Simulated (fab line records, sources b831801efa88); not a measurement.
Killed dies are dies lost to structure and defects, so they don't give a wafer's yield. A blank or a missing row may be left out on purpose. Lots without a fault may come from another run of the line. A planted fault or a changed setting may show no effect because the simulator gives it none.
Which tool did it? | flow gf180mcu | 11 lots, 33 wafers sampled, at 5 steps of a route of 602

WHAT THE GAUGES READ, wafer by wafer
GF_HV_LDD_TW_MEAS_50.
lot  | measured     | on            | HV_LDD_4_TW
L977 | day 12 11:14 | film_metro-03 | 572 567 570
L978 | day 12 16:17 | film_metro-01 | 564 568 569
L979 | day 13 04:32 | film_metro-03 | 573 573 570
L980 | day 13 13:53 | film_metro-03 | 566 569 567
L981 | day 13 19:37 | film_metro-01 | 563 568 566
L982 | day 14 03:13 | film_metro-01 | 564 567 565
L983 | day 14 07:09 | film_metro-03 | 571 573 571
L987 | day 15 17:20 | film_metro-04 | 888 893 892
L986 | day 15 20:50 | film_metro-01 | 887 893 891
L988 | day 16 02:41 | film_metro-03 | 899 895 900
L989 | day 16 11:38 | film_metro-04 | 885 886 888

GF_M1_OVL_MEAS_15.
lot  | measured     | on         | M1_OVL (nm)
L977 | day 17 04:50 | overlay-02 | 4 16 10
L978 | day 17 08:44 | overlay-02 | -2 -4 -5
L979 | day 17 23:47 | overlay-01 | -4 -12 -6
L980 | day 18 11:14 | overlay-01 | -17 -10 -20
L981 | day 18 17:29 | overlay-01 | 5 14 12
L982 | day 19 01:35 | overlay-02 | -4 -5 1
L983 | day 19 07:30 | overlay-02 | 7 1 6
L987 | day 20 23:26 | overlay-01 | -7 -13 -9
L986 | day 21 01:41 | overlay-01 | -6 8 10
L988 | day 21 08:24 | overlay-01 | 1 4 -4
L989 | day 21 17:35 | overlay-02 | -3 -5 -1

GF_V1_OVL_MEAS_15.
lot  | measured     | on         | V1_OVL (nm)
L977 | day 18 05:31 | overlay-01 | 15 11 17
L978 | day 18 09:37 | overlay-01 | 7 5 7
L979 | day 19 01:14 | overlay-02 | 3 -1 -1
L980 | day 19 12:25 | overlay-02 | 0 2 1
L981 | day 19 19:04 | overlay-02 | 3 1 5
L982 | day 20 03:35 | overlay-02 | 5 11 5
L983 | day 20 09:56 | overlay-02 | 8 16 6
L987 | day 22 00:26 | overlay-01 | -1 -3 10
L986 | day 22 03:11 | overlay-02 | 1 1 6
L988 | day 22 08:38 | overlay-02 | 5 5 3
L989 | day 22 17:54 | overlay-01 | 7 9 10

WHICH TOOL RAN EACH LOT (tool, then ch and the chambers of the sampled wafers, then the start)
lot  | GF_HV_LDD_IMPLANT_48            | GF_M1_SPUTTER_04
L977 | implanter-04 ch 0, day 12 11:01 | pvd_sputter-02, day 16 05:48
L978 | implanter-04 ch 0, day 12 16:03 | pvd_sputter-04, day 16 10:39
L979 | implanter-03 ch 0, day 13 04:19 | pvd_sputter-01, day 17 00:54
L980 | implanter-04 ch 0, day 13 13:39 | pvd_sputter-02, day 17 12:02
L981 | implanter-03 ch 0, day 13 19:22 | pvd_sputter-01, day 17 16:59
L982 | implanter-03 ch 0, day 14 03:01 | pvd_sputter-02, day 18 01:57
L983 | implanter-04 ch 0, day 14 06:56 | pvd_sputter-04, day 18 06:46
L987 | implanter-02 ch 0, day 15 17:05 | pvd_sputter-02, day 19 22:31
L986 | implanter-02 ch 0, day 15 20:35 | pvd_sputter-02, day 20 00:51
L988 | implanter-03 ch 0, day 16 02:27 | pvd_sputter-04, day 20 07:55
L989 | implanter-02 ch 0, day 16 11:20 | pvd_sputter-01, day 20 17:14
- GF_HV_LDD_IMPLANT_48
- GF_M1_SPUTTER_04: material TiN, target thk 50 nm, time 41.7 s.

WHAT THE TOOLS THEMSELVES READ (means of the sampled wafers that have a number; where no wafer has one, the mark that the record gives instead)
GF_M1_SPUTTER_04.
lot  | tool           | throttle_valve_pct (%)
L977 | pvd_sputter-02 | 31.0
L978 | pvd_sputter-04 | 30.6
L979 | pvd_sputter-01 | 29.9
L980 | pvd_sputter-02 | 31.1
L981 | pvd_sputter-01 | 29.8
L982 | pvd_sputter-02 | 31.9
L983 | pvd_sputter-04 | 29.1
L987 | pvd_sputter-02 | 31.2
L986 | pvd_sputter-02 | 31.0
L988 | pvd_sputter-04 | 30.2
L989 | pvd_sputter-01 | 28.2

THE ANSWER, worked out from the rows above alone
Rule: what is usual is taken from the lots themselves. Put in order of their means at a reading, lots are off if they are a third of the lots or fewer, leave a main group of 4 or more, and stand apart from it by a gap of 3 or more times the standard deviation of the main group's means; of several such gaps the widest counts. A main group whose means are all the same, to the digits that the tables above print for the reading, isn't used. A lot without any number at a reading at which 4 lots or more have one is off too. The other lots that the step has rows for count as sound. The gauges are gone through in route order, then the tools' own readings, and for those a lot's mean is taken as printed above. The first step at which some lot is off is used, and at that step the reading that is off furthest; a lot without a number counts as furthest.
No lot is off at any reading shown: from this, nothing can be told.

WHAT THE SIMULATOR HAD PUT IN
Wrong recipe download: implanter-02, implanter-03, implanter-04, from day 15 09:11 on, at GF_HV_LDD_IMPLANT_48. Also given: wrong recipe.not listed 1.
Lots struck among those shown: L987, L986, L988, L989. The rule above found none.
